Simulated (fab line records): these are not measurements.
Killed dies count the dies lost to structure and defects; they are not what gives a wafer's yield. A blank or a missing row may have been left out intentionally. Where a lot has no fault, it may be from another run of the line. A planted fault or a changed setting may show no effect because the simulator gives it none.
Which of the tools did it? ; flow gf180mcu ; 6 lots, 18 wafers sampled, at 2 steps of a route of 602

== WHAT EACH GAUGE READ, for each wafer ==
GF_POLY_GATE_THK_MEAS_01.
lot;measured;on;POLY_GATE_CVD_00_THK (nm)
L301;day 9 02:10;filmMetro-04;205.4 205.3 206.6
L304;day 9 23:32;filmMetro-02;203.0 200.6 202.2
L306;day 10 18:13;filmMetro-01;199.6 201.0 201.5
L309;day 11 15:48;filmMetro-04;199.3 198.3 197.8
L313;day 12 19:40;filmMetro-02;199.5 199.7 200.3
L316;day 13 13:22;filmMetro-01;222.8 223.6 222.1

== WHICH TOOL RAN EACH LOT (tool, then ch and the chambers of the sampled wafers, then the start) ==
lot;GF_POLY_GATE_CVD_00
L301;lpcvd-01 ch 0, day 9 00:10
L304;lpcvd-01 ch 0, day 9 22:10
L306;lpcvd-01 ch 1, day 10 16:53
L309;lpcvd-02 ch 1, day 11 14:28
L313;lpcvd-01 ch 0, day 12 18:18
L316;lpcvd-01 ch 1, day 13 12:01
- GF_POLY_GATE_CVD_00: deposits poly-Si, target thk 200 nm, time 1200 s.

== THE ANSWER, worked out from the rows above alone ==
Rule: usual is defined by the lots themselves. Put in order of their means at a reading, lots are off if they are a third of the lots or fewer, leave a main group of 4 or more, and stand apart from it by a gap of 3 or more times the standard deviation of the main group's means; of several such gaps the widest counts. A main group is skipped when, at the precision printed for the reading in the tables above, its means are all equal. A lot without any number at a reading at which 4 lots or more have one is off too. Any other lot the step has rows for is counted as sound.
Off: at GF_POLY_GATE_THK_MEAS_01 (POLY_GATE_CVD_00_THK), L316. The main group has a mean of 201.3 nm with a standard deviation of 2.5.
A tool fits if, at a process step before that reading, it ran every lot that is off, and no sound lot after the first of them. The gauges at GF_POLY_GATE_THK_MEAS_01 are tried like those tools. Can't be told from this: 2 tools fit, lpcvd-01 at GF_POLY_GATE_CVD_00, filmMetro-01 at GF_POLY_GATE_THK_MEAS_01.

== WHAT THE SIMULATOR PUT IN ==
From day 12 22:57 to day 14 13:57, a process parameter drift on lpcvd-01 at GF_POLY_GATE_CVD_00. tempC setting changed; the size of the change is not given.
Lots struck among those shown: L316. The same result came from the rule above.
